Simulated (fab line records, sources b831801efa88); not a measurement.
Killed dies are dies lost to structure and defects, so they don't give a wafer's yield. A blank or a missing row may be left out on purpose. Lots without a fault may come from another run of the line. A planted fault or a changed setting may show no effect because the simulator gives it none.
fab line records | flow sfq_line
record lots=5 wafers=23
route steps=325 shown I1@85 I2@110 M3@119 I3@138 M4@149 I4@168 JJ@180
start_h: hours from the record's first day to the start of the lot's first wafer shown | wait_h: hours since the lot's step before | " the same as in the row above | L1.1+2: a row that stands for several wafers | - no value, or no start given | * or withheld: withheld | < > ~ a bound
route shown NAME@n: a module of which the file shows steps, and the number in the route of the first | usual: mean/standard deviation of fault-free wafers | same: alike in all rows | chamber/n: place in a boat | sites: the reading at each site | _std_site: their standard deviation | _edge_site: outer sites' mean less inner sites' | radius_mm: how far each site lies from the wafer's centre | mask NAME#n: copy n | behind: the tool/chamber that last shaped the wafer | hold: why the lot was held/for how many hours/how that ended | device: the transistor (n, p or np) that didn't switch | end of line: the same wafers' tests at the end of the route | a step without rows: its recipe alone | killed: dies lost to structure and defects at the first sort, not the wafer's yield | map: a wafer's dies, x killed, . not, _ none there
set.NAME: the setting as run; set.NAME@STEP: as run at that earlier step | model.NAME: the simulator's own value behind a step, which no gauge read
lots whose settings were changed on purpose; a table a step, a row a wafer
## steps
# step SFQ_TRILAYER_I1_VIA_ETCH_VIA_ETCH_052
# recipe target=SiO2 stop_on=Nb mask_material=PR taper_deg=20 chemistry=CHF3 target_depth_nm=260 source_w=500 bias_w=80 pressure_mtorr=30 time_s=withheld
# columns lot.wafer tool chamber start_h wait_h set.source_w set.time_s@TRILAYER_I0_DEP_PECVD_027 set.leave_above_ref_nm@TRILAYER_I1_CMP_CMP_046 model.etch.depth_nm model.I1.feature_depth_nm
L076.1 rie_diel-02 2 675.24 0.0 538.8 * 200 - 200.5
L076.2 " 1 " " 538.8 * 200 - 200.2
L076.3+6 " 0,2 " " 500 * 200 - 199.4
L076.4 " 3 " " 500 * 200 - 200.4
L078.1 rie_diel-01 1 705.24 0.0 500 * 205.3 - 205
L078.2 " 2 " " 500 * 205.3 - 205.8
L078.4 " 0 " " 500 * 205.3 205 205
L078.5 " 1 " " 500 * 200 201.1 201.1
L078.6 " 2 " " 500 * 200 - 200.6
L079.2 rie_diel-01 0 715.28 0.0 500 * 191.3 191.6 191.6
L079.3 " 3 " " 469.3 * 200 - 201.2
L079.4 " 2 " " 469.3 * 191.3 - 192.5
L079.5 " 1 " " 500 * 200 - 201.3
L079.6 " 2 " " 469.3 * 200 - 200.7
L080.3 rie_diel-03 1 721.41 0.0 500 * 200 200.7 200.7
L080.5 " 2 " " 500 * 200 199.8 199.8
L080.6 " 3 " " 500 * 200 200.8 200.8
L084.1 rie_diel-03 1 781.76 0.0 500 * 200 196.4 196.4
L084.2 " 2 " " 555.3 * 200 - 199.1
L084.3 " 0 " " 555.3 * 200 198.4 199.2
L084.5 " 2 " " 555.3 * 200 - 198.1
L084.6 " 3 " " 500 * 200 - 199.7
# step SFQ_TRILAYER_I2_VIA_LITHO_EXPOSE_068
# recipe mask_id=I2 na=0.6 source_shape=conventional sigma_outer=0.65 target_cd_nm=500 dose_mj=21.3
# columns lot.wafer tool chamber start_h wait_h mask set.dose_mj
L076.1+4+6 krf_scanner-01 0 766.63 - I2#0 21.3
L076.2+3 " 0 " " I2#0 22.36
L078.1+2 krf_scanner-01 0 769.03 - I2#0 21.3
L078.4+5+6 " 0 " " I2#0 21.74
L079.2+3+4+5+6 krf_scanner-02 0 860.28 - I2#0 21.3
L080.3+5+6 krf_scanner-02 0 863.96 - I2#0 21.3
L084.1+3+5 krf_scanner-02 0 1056.33 - I2#0 21.3
L084.2+6 " 0 " " I2#0 22.47
# step SFQ_TRILAYER_I2_VIA_BARC_OPEN_VIA_ETCH_096
# recipe mask_material=PR chemistry=O2 target_depth_nm=125 target=BARC source_w=500 bias_w=80 pressure_mtorr=30 time_s=41.7
# columns lot.wafer tool chamber start_h wait_h set.pressure_mtorr set.dose_mj@TRILAYER_I2_VIA_LITHO_EXPOSE_068 model.I2.cd_nm
L076.1 rie_diel-04 0 768.17 0.0 26.04 21.3 482.8
L076.2 " 3 " " 26.04 22.36 492.5
L076.3 " 2 " " 26.04 22.36 491.7
L076.4 " 1 " " 26.04 21.3 485.5
L076.6 " 0 " " 26.04 21.3 482.2
L078.1 rie_diel-03 1 770.57 0.0 25.94 21.3 482.4
L078.2 " 0 " " 25.94 21.3 484.1
L078.4 " 2 " " 25.94 21.74 485.4
L078.5 " 2 " " 25.94 21.74 486.1
L078.6 " 3 " " 25.94 21.74 485.9
L079.2 rie_diel-01 0 861.62 0.0 33.88 21.3 484.7
L079.3 " 1 " " 33.88 21.3 483.1
L079.4 " 3 " " 33.88 21.3 483.5
L079.5 " 0 " " 33.88 21.3 483.6
L079.6 " 3 " " 33.88 21.3 483
L080.3 rie_diel-03 2 865.09 0.0 30 21.3 483
L080.5 " 2 " " 30 21.3 484.7
L080.6 " 1 " " 30 21.3 483.2
L084.1 rie_diel-01 3 1057.87 0.0 30 21.3 486
L084.2 " 1 " " 30 22.47 493.7
L084.3 " 3 " " 30 21.3 485.7
L084.5 " 3 " " 30 21.3 485.2
L084.6 " 1 " " 30 22.47 493.3
# step SFQ_TRILAYER_I2_VIA_ETCH_VIA_ETCH_070
# recipe target=SiO2 stop_on=Nb mask_material=PR taper_deg=20 chemistry=CHF3 target_depth_nm=260 source_w=500 bias_w=80 pressure_mtorr=30 time_s=withheld
# columns lot.wafer tool chamber start_h wait_h set.dose_mj@TRILAYER_I2_VIA_LITHO_EXPOSE_068 model.I2.cd_nm
L076.1 rie_diel-04 0 768.21 0.0 21.3 482.5
L076.2 " 3 " " 22.36 492
L076.3 " 2 " " 22.36 493.8
L076.4 " 1 " " 21.3 484.1
L076.6 " 0 " " 21.3 482.1
L078.1 rie_diel-03 1 770.61 0.0 21.3 482.6
L078.2 " 0 " " 21.3 485.6
L078.4 " 2 " " 21.74 485.7
L078.5 " 2 " " 21.74 485.6
L078.6 " 3 " " 21.74 485.3
L079.2 rie_diel-01 0 861.66 0.0 21.3 484.4
L079.3 " 1 " " 21.3 483.3
L079.4 " 3 " " 21.3 484.7
L079.5+6 " 0,3 " " 21.3 483.7
L080.3 rie_diel-03 2 865.13 0.0 21.3 483.9
L080.5 " 2 " " 21.3 486.5
L080.6 " 1 " " 21.3 482.9
L084.1 rie_diel-01 3 1057.93 0.0 21.3 487.3
L084.2 " 1 " " 22.47 496.2
L084.3 " 3 " " 21.3 487.1
L084.5 " 3 " " 21.3 486.9
L084.6 " 1 " " 22.47 495.2
# step SFQ_TRILAYER_M3_DEP_SPUTTER_073
# recipe material=Nb base_pressure_pa=1.33e-06 chamber_pressure_pa=0.1333 substrate_temp_c=20 resputter_cathode_voltage_v=400 target_thk_nm=200 power_w=2000 time_s=133.3
# columns lot.wafer tool chamber start_h wait_h set.power_w model.Nb_of_TRILAYER_M3_DEP_SPUTTER_073.thk_nm
L076.1 pvd_sputter-05 - 769.14 0.0 2000 199.8
L076.2+3 " - " " 2210 222.8
L076.4 " - " " 2210 224.4
L076.6 " - " " 2000 203
L078.1 pvd_sputter-06 - 771.54 0.0 1893 186.5
L078.2 " - " " 1893 186.4
L078.4 " - " " 2000 198.3
L078.5 " - " " 2000 199.2
L078.6 " - " " 1893 186.2
L079.2 pvd_sputter-06 - 862.58 0.0 2080 210.2
L079.3 " - " " 2000 198.3
L079.4 " - " " 2080 210
L079.5 " - " " 2080 209.8
L079.6 " - " " 2000 198.4
L080.3 pvd_sputter-06 - 866.05 0.0 2000 200.8
L080.5 " - " " 2000 199.1
L080.6 " - " " 2000 202.5
L084.1 pvd_sputter-05 - 1059.50 0.0 2000 198.2
L084.2 " - " " 2185 219.4
L084.3 " - " " 2000 201.1
L084.5 " - " " 2185 216.2
L084.6 " - " " 2185 219.2
# step SFQ_M3_RS_MEAS_919
# recipe thk_meas_gauge=four-point-probe reads=Nb_of_TRILAYER_M3_DEP_SPUTTER_073
# usual M3_NB_RS=0.888/0.0098
# columns lot.wafer tool chamber start_h wait_h set.power_w@TRILAYER_M3_DEP_SPUTTER_073 M3_NB_RS[ohm/sq]
L076.1 film_metro-03 - 769.23 0.0 2000 0.891
L076.2 " - " " 2210 0.797
L076.3 " - " " 2210 0.796
L076.4 " - " " 2210 0.793
L076.6 " - " " 2000 0.876
L078.1 film_metro-03 - 771.63 0.0 1893 0.951
L078.2 " - " " 1893 0.955
L078.4 " - " " 2000 0.899
L078.5 " - " " 2000 0.895
L078.6 " - " " 1893 0.956
L079.2 film_metro-04 - 862.69 0.1 2080 0.845
L079.3 " - " " 2000 0.898
L079.4 " - " " 2080 0.847
L079.5 " - " " 2080 0.846
L079.6 " - " " 2000 0.898
L080.3 film_metro-03 - 866.18 0.1 2000 0.886
L080.5 " - " " 2000 0.893
L080.6 " - " " 2000 0.877
L084.1 film_metro-02 - 1059.60 0.0 2000 0.899
L084.2 " - " " 2185 0.810
L084.3 " - " " 2000 0.885
L084.5 " - " " 2185 0.821
L084.6 " - " " 2185 0.810
# step SFQ_TRILAYER_M3_BARC_OPEN_METAL_ETCH_100
# recipe mask_material=PR chemistry=O2 target_depth_nm=125 target=BARC icp_w=600 bias_w=80 pressure_mtorr=10 time_s=41.7
# columns lot.wafer tool chamber start_h wait_h set.pressure_mtorr
L076.1+2+3+4+6 rie_metal-03 0,1,1,0,1 901.97 0.0 8.822
L078.1+2+4+5+6 rie_metal-04 1,0,1,1,0 909.17 0.0 9.621
L079.2+3+4+5+6 rie_metal-04 1,0,1,1,0 996.54 0.0 9.376
L080.3+5+6 rie_metal-01 1,1,0 998.96 0.0 10
L084.1+2+3+5+6 rie_metal-04 1,0,0,1,0 1062.40 0.0 9.209
# step SFQ_TRILAYER_M3_ETCH_METAL_ETCH_078
# recipe target=Nb stop_on=SiO2 mask_material=PR chemistry=Cl2/Ar target_depth_nm=240 icp_w=600 bias_w=80 pressure_mtorr=10 time_s=120
# usual oes_product_au=0.895/0.0069
# columns lot.wafer tool chamber start_h wait_h set.power_w@TRILAYER_M3_DEP_SPUTTER_073 oes_product_au
L076.1 rie_metal-03 0 902.03 0.0 2000 0.892
L076.2 " 1 " " 2210 0.951
L076.3 " 1 " " 2210 0.947
L076.4 " 0 " " 2210 0.955
L076.6 " 1 " " 2000 0.906
L078.1 rie_metal-04 1 909.23 0.0 1893 0.857
L078.2 " 0 " " 1893 0.852
L078.4 " 1 " " 2000 0.898
L078.5 " 1 " " 2000 0.895
L078.6 " 0 " " 1893 0.857
L079.2 rie_metal-04 1 996.60 0.0 2080 0.922
L079.3 " 0 " " 2000 0.891
L079.4 " 1 " " 2080 0.918
L079.5 " 1 " " 2080 0.915
L079.6 " 0 " " 2000 0.888
L080.3 rie_metal-01 1 999.04 0.1 2000 0.898
L080.5 " 1 " " 2000 0.891
L080.6 " 0 " " 2000 0.904
L084.1 rie_metal-04 1 1062.46 0.0 2000 0.892
L084.2 " 0 " " 2185 0.945
L084.3 " 0 " " 2000 0.898
L084.5 " 1 " " 2185 0.933
L084.6 " 0 " " 2185 0.942
# step SFQ_TRILAYER_I3_VIA_LITHO_COAT_085
# recipe resist=KrF spin_rpm=3000 resist_thk_nm=650
# columns lot.wafer tool chamber start_h wait_h set.resist_thk_nm model.KrF_of_TRILAYER_I3_VIA_LITHO_COAT_085.thk_nm
L076.1 litho_track-01 0 915.42 0.2 650 651.4
L076.2 " 0 " " 677.4 677.4
L076.3 " 0 " " 650 651.1
L076.4 " 0 " " 650 649.1
L076.6 " 0 " " 677.4 678.6
L078.1 litho_track-01 0 925.42 0.2 650 647.4
L078.2 " 0 " " 612.9 610.3
L078.4 " 0 " " 650 645.9
L078.5 " 0 " " 612.9 609.7
L078.6 " 0 " " 650 646.8
L079.2 litho_track-04 0 1014.04 0.2 650 655.6
L079.3 " 0 " " 620.6 623.8
L079.4 " 0 " " 650 652.3
L079.5 " 0 " " 620.6 621.5
L079.6 " 0 " " 620.6 623.2
L080.3 litho_track-04 0 1017.09 0.2 650 651.2
L080.5 " 0 " " 650 652.5
L080.6 " 0 " " 650 650.5
L084.1 litho_track-04 0 1068.13 0.2 650 648
L084.2 " 0 " " 680.5 678.7
L084.3 " 0 " " 680.5 679.6
L084.5 " 0 " " 650 648.8
L084.6 " 0 " " 680.5 678
# step SFQ_TRILAYER_M4_DEP_SPUTTER_091
# recipe material=Nb base_pressure_pa=1.33e-06 chamber_pressure_pa=0.1333 substrate_temp_c=20 resputter_cathode_voltage_v=400 target_thk_nm=200 power_w=2000 time_s=133.3
# columns lot.wafer tool chamber start_h wait_h set.time_s model.Nb_of_TRILAYER_M4_DEP_SPUTTER_091.thk_nm
L076.1 pvd_sputter-06 - 1043.10 0.0 133.3 203.2
L076.2 " - " " 127.9 193.4
L076.3 " - " " 133.3 200.8
L076.4 " - " " 127.9 192.9
L076.6 " - " " 127.9 194
L078.1 pvd_sputter-05 - 1048.65 0.0 139.9 211.5
L078.2 " - " " 133.3 203.1
L078.4 " - " " 133.3 203
L078.5 " - " " 139.9 212.9
L078.6 " - " " 139.9 211.3
L079.2 pvd_sputter-06 - 1049.85 0.0 133.3 197.5
L079.3 " - " " 133.3 200.4
L079.4 " - " " 117.5 174.9
L079.5 " - " " 117.5 176
L079.6 " - " " 117.5 173.9
L080.3 pvd_sputter-03 - 1051.05 0.0 133.3 201.2
L080.5 " - " " 133.3 200.2
L080.6 " - " " 133.3 202
L084.1 pvd_sputter-03 - 1077.71 0.0 133.3 202.1
L084.2 " - " " 139.5 210.1
L084.3 " - " " 139.5 212.9
L084.5 " - " " 133.3 202.4
L084.6 " - " " 133.3 200.8
# step SFQ_M4_RS_MEAS_924
# recipe thk_meas_gauge=four-point-probe reads=Nb_of_TRILAYER_M4_DEP_SPUTTER_091
# usual M4_NB_RS=0.885/0.011
# columns lot.wafer tool chamber start_h wait_h set.time_s@TRILAYER_M4_DEP_SPUTTER_091 M4_NB_RS[ohm/sq]
L076.1 film_metro-03 - 1043.19 0.0 133.3 0.876
L076.2 " - " " 127.9 0.919
L076.3 " - " " 133.3 0.886
L076.4 " - " " 127.9 0.922
L076.6 " - " " 127.9 0.918
L078.1 film_metro-02 - 1048.74 0.0 139.9 0.841
L078.2 " - " " 133.3 0.877
L078.4 " - " " 133.3 0.876
L078.5 " - " " 139.9 0.836
L078.6 " - " " 139.9 0.841
L079.2 film_metro-03 - 1049.96 0.1 133.3 0.900
L079.3 " - " " 133.3 0.886
L079.4 " - " " 117.5 1.019
L079.5 " - " " 117.5 1.010
L079.6 " - " " 117.5 1.024
L080.3 film_metro-02 - 1051.18 0.1 133.3 0.885
L080.5 " - " " 133.3 0.889
L080.6 " - " " 133.3 0.881
L084.1 film_metro-01 - 1077.80 0.0 133.3 0.880
L084.2 " - " " 139.5 0.847
L084.3 " - " " 139.5 0.836
L084.5 " - " " 133.3 0.879
L084.6 " - " " 133.3 0.885
# step SFQ_TRILAYER_M4_LITHO_PEB_096
# recipe peb_temp_c=115 peb_time_s=60 resist=KrF
# columns lot.wafer tool chamber start_h wait_h set.peb_temp_c
L076.1+2+3 litho_track-03 0 1165.37 1.0 115
L076.4+6 " 0 " " 118.6
L078.1+2+4+5+6 litho_track-01 0 1171.37 1.0 115
L079.2+3+6 litho_track-02 0 1175.12 0.8 111.7
L079.4+5 " 0 " " 115
L080.3+5+6 litho_track-03 0 1177.55 0.7 115
L084.1+6 litho_track-03 0 1196.70 1.0 115
L084.2+3+5 " 0 " " 116.3
# step SFQ_TRILAYER_M4_LITHO_DEVELOP_095
# recipe time_s=60 resist=KrF
# step SFQ_TRILAYER_M4_BARC_OPEN_METAL_ETCH_123
# recipe mask_material=PR chemistry=O2 target_depth_nm=125 target=BARC icp_w=600 bias_w=80 pressure_mtorr=10 time_s=41.7
# columns lot.wafer tool chamber start_h wait_h set.peb_temp_c@TRILAYER_M4_LITHO_PEB_096 model.M4.cd_nm
L076.1 rie_metal-01 1 1165.71 0.0 115 499.4
L076.2 " 1 " " 115 500.4
L076.3 " 1 " " 115 500.2
L076.4 " 1 " " 118.6 444
L076.6 " 1 " " 118.6 443.3
L078.1 rie_metal-03 0 1171.71 0.0 115 501.2
L078.2 " 1 " " 115 500.7
L078.4 " 0 " " 115 500.9
L078.5 " 1 " " 115 499.6
L078.6 " 0 " " 115 499.2
L079.2 rie_metal-02 0 1175.43 0.0 111.7 569.2
L079.3 " 0 " " 111.7 568.3
L079.4 " 1 " " 115 500.3
L079.5 " 1 " " 115 501
L079.6 " 0 " " 111.7 567.5
L080.3 rie_metal-01 1 1177.87 0.1 115 500.6
L080.5 " 1 " " 115 501.2
L080.6 " 1 " " 115 501.7
L084.1 rie_metal-01 1 1197.03 0.0 115 501
L084.2 " 0 " " 116.3 478.5
L084.3 " 1 " " 116.3 479
L084.5 " 0 " " 116.3 478.3
L084.6 " 1 " " 115 501.7
# step SFQ_TRILAYER_M4_ETCH_METAL_ETCH_096
# recipe target=Nb stop_on=SiO2 mask_material=PR chemistry=Cl2/Ar target_depth_nm=240 icp_w=600 bias_w=80 pressure_mtorr=10 time_s=120
# usual oes_product_au=0.896/0.0077
# columns lot.wafer tool chamber start_h wait_h set.time_s@TRILAYER_M4_DEP_SPUTTER_091 set.peb_temp_c@TRILAYER_M4_LITHO_PEB_096 oes_product_au model.etch.depth_nm model.M4.feature_depth_nm model.M4.cd_nm
L076.1 rie_metal-01 1 1165.83 0.1 133.3 115 0.906 - 203.2 499.7
L076.2 " 1 " " 127.9 115 0.885 - 193.4 500
L076.3 " 1 " " 133.3 115 0.898 - 200.8 500
L076.4 " 1 " " 127.9 118.6 0.874 - 192.9 444
L076.6 " 1 " " 127.9 118.6 0.880 - 194 443.8
L078.1 rie_metal-03 0 1171.77 0.0 139.9 115 0.914 - 211.5 499.3
L078.2 " 1 " " 133.3 115 0.901 - 203.1 500.1
L078.4 " 0 " " 133.3 115 0.904 203 203 500.5
L078.5 " 1 " " 139.9 115 0.925 212.9 212.9 498.3
L078.6 " 0 " " 139.9 115 0.924 - 211.3 498.4
L079.2 rie_metal-02 0 1175.49 0.0 133.3 111.7 0.891 197.5 197.5 571.1
L079.3 " 0 " " 133.3 111.7 0.890 - 200.4 571.4
L079.4 " 1 " " 117.5 115 0.824 - - 501.6
L079.5 " 1 " " 117.5 115 0.830 - - 501.2
L079.6 " 0 " " 117.5 111.7 0.832 - - 568.6
L080.3 rie_metal-01 1 1178.03 0.1 133.3 115 0.901 201.2 201.2 499.4
L080.5 " 1 " " 133.3 115 0.909 200.2 200.2 500.1
L080.6 " 1 " " 133.3 115 0.891 202 202 501.1
L084.1 rie_metal-01 1 1197.09 0.0 133.3 115 0.900 202.1 202.1 499.9
L084.2 " 0 " " 139.5 116.3 0.924 - 210.1 476.9
L084.3 " 1 " " 139.5 116.3 0.931 212.9 212.9 477.8
L084.5 " 0 " " 133.3 116.3 0.895 - 202.4 475.5
L084.6 " 1 " " 133.3 115 0.894 - 200.8 500.4
# step SFQ_TRILAYER_I4_VIA_LITHO_COAT_103
# recipe resist=KrF spin_rpm=3000 resist_thk_nm=650
# columns lot.wafer tool chamber start_h wait_h set.resist_thk_nm model.KrF_of_TRILAYER_I4_VIA_LITHO_COAT_103.thk_nm
L076.1 litho_track-01 0 1177.37 0.2 680.8 679.8
L076.2 " 0 " " 650 652.8
L076.3 " 0 " " 680.8 683.9
L076.4 " 0 " " 650 651.9
L076.6 " 0 " " 680.8 683.1
L078.1 litho_track-01 0 1182.37 0.2 650 648.6
L078.2 " 0 " " 650 648.7
L078.4 " 0 " " 650 647.3
L078.5 " 0 " " 650 646.5
L078.6 " 0 " " 650 647.8
L079.2 litho_track-02 0 1183.42 0.2 671.4 667.7
L079.3 " 0 " " 671.4 671.4
L079.4 " 0 " " 650 648.1
L079.5 " 0 " " 671.4 669.4
L079.6 " 0 " " 650 647.6
L080.3 litho_track-02 0 1186.47 0.2 650 651.9
L080.5 " 0 " " 650 653.8
L080.6 " 0 " " 650 650.7
L084.1 litho_track-02 0 1202.69 0.2 682.1 681.9
L084.2 " 0 " " 650 650.2
L084.3 " 0 " " 682.1 682
L084.5 " 0 " " 650 651.3
L084.6 " 0 " " 650 648.5
# step SFQ_TRILAYER_JJ_TRILAYER_DEP_SPUTTER_110
# recipe material=Al base_pressure_pa=1.33e-06 target_thk_nm=8 power_w=500 time_s=10 chamber_pressure_pa=0.4
# columns lot.wafer tool chamber start_h wait_h set.time_s model.Al_of_TRILAYER_JJ_TRILAYER_DEP_SPUTTER_110.thk_nm
L076.1 pvd_sputter-04 - 1298.82 0.0 9.228 7.312
L076.2 " - " " 10 7.775
L076.3 " - " " 9.228 7.196
L076.4 " - " " 10 7.944
L076.6 " - " " 10 7.862
L078.1 pvd_sputter-03 - 1304.82 0.0 8.878 7.166
L078.2 " - " " 10 7.812
L078.4 " - " " 8.878 7.001
L078.5 " - " " 8.878 6.908
L078.6 " - " " 10 8.17
L079.2 pvd_sputter-05 - 1306.02 0.0 10 8
L079.3 " - " " 10 7.955
L079.4 " - " " 10 7.957
L079.5 " - " " 10.7 8.479
L079.6 " - " " 10.7 8.581
L080.3 pvd_sputter-04 - 1308.42 0.0 10 8.073
L080.5 " - " " 10 8.068
L080.6 " - " " 10 8.006
L084.1 pvd_sputter-03 - 1325.75 0.0 10 8.035
L084.2 " - " " 10 8.154
L084.3 " - " " 10 8.069
L084.5 " - " " 10 8.074
L084.6 " - " " 10 8.028
## key
split step=SFQ_TRILAYER_I1_VIA_ETCH_VIA_ETCH_052 setting=source_w stated=500 by=wafer
response none clear
split step=SFQ_TRILAYER_I2_VIA_LITHO_EXPOSE_068 setting=dose_mj stated=21.3 by=wafer
response step=SFQ_TRILAYER_I2_VIA_BARC_OPEN_VIA_ETCH_096 reading=model.I2.cd_nm change=+1.54 per=1% r=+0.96
response step=SFQ_TRILAYER_I2_VIA_ETCH_VIA_ETCH_070 reading=model.I2.cd_nm change=+1.69 per=1% r=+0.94
split step=SFQ_TRILAYER_I2_VIA_BARC_OPEN_VIA_ETCH_096 setting=pressure_mtorr stated=30 by=lot
response none clear
split step=SFQ_TRILAYER_M3_DEP_SPUTTER_073 setting=power_w stated=2000 by=wafer
response step=SFQ_TRILAYER_M3_DEP_SPUTTER_073 reading=model.Nb_of_TRILAYER_M3_DEP_SPUTTER_073.thk_nm change=+2.15 per=1% r=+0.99
response step=SFQ_M3_RS_MEAS_919 reading=M3_NB_RS change=-0.00897 per=1% r=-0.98
response step=SFQ_TRILAYER_M3_ETCH_METAL_ETCH_078 reading=oes_product_au change=+0.00542 per=1% r=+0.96
split step=SFQ_TRILAYER_M3_BARC_OPEN_METAL_ETCH_100 setting=pressure_mtorr stated=10 by=lot
response none clear
split step=SFQ_TRILAYER_I3_VIA_LITHO_COAT_085 setting=resist_thk_nm stated=650 by=wafer
response step=SFQ_TRILAYER_I3_VIA_LITHO_COAT_085 reading=model.KrF_of_TRILAYER_I3_VIA_LITHO_COAT_085.thk_nm change=+6.55 per=1% r=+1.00
split step=SFQ_TRILAYER_M4_DEP_SPUTTER_091 setting=time_s stated=133.3 by=wafer
response step=SFQ_TRILAYER_M4_DEP_SPUTTER_091 reading=model.Nb_of_TRILAYER_M4_DEP_SPUTTER_091.thk_nm change=+2.01 per=1% r=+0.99
response step=SFQ_M4_RS_MEAS_924 reading=M4_NB_RS change=-0.00987 per=1% r=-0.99
response step=SFQ_TRILAYER_M4_ETCH_METAL_ETCH_096 reading=oes_product_au change=+0.00524 per=1% r=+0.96
response step=SFQ_TRILAYER_M4_ETCH_METAL_ETCH_096 reading=model.etch.depth_nm change=+2.15 per=1% r=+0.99
response step=SFQ_TRILAYER_M4_ETCH_METAL_ETCH_096 reading=model.M4.feature_depth_nm change=+1.98 per=1% r=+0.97
split step=SFQ_TRILAYER_M4_LITHO_PEB_096 setting=peb_temp_c stated=115 by=wafer
response step=SFQ_TRILAYER_M4_BARC_OPEN_METAL_ETCH_123 reading=model.M4.cd_nm change=-20.5 per=1% r=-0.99
response step=SFQ_TRILAYER_M4_ETCH_METAL_ETCH_096 reading=model.M4.cd_nm change=-20.7 per=1% r=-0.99
split step=SFQ_TRILAYER_I4_VIA_LITHO_COAT_103 setting=resist_thk_nm stated=650 by=wafer
response step=SFQ_TRILAYER_I4_VIA_LITHO_COAT_103 reading=model.KrF_of_TRILAYER_I4_VIA_LITHO_COAT_103.thk_nm change=+6.43 per=1% r=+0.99
split step=SFQ_TRILAYER_JJ_TRILAYER_DEP_SPUTTER_110 setting=time_s stated=10 by=wafer
response step=SFQ_TRILAYER_JJ_TRILAYER_DEP_SPUTTER_110 reading=model.Al_of_TRILAYER_JJ_TRILAYER_DEP_SPUTTER_110.thk_nm change=+0.0829 per=1% r=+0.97
split outside_this_file step=SFQ_TRILAYER_I0_DEP_PECVD_027 setting=time_s
split outside_this_file step=SFQ_TRILAYER_I1_CMP_CMP_046 setting=leave_above_ref_nm
# split outside_this_file: this setting was split too, and the file shows its column; the key of that split is in another file
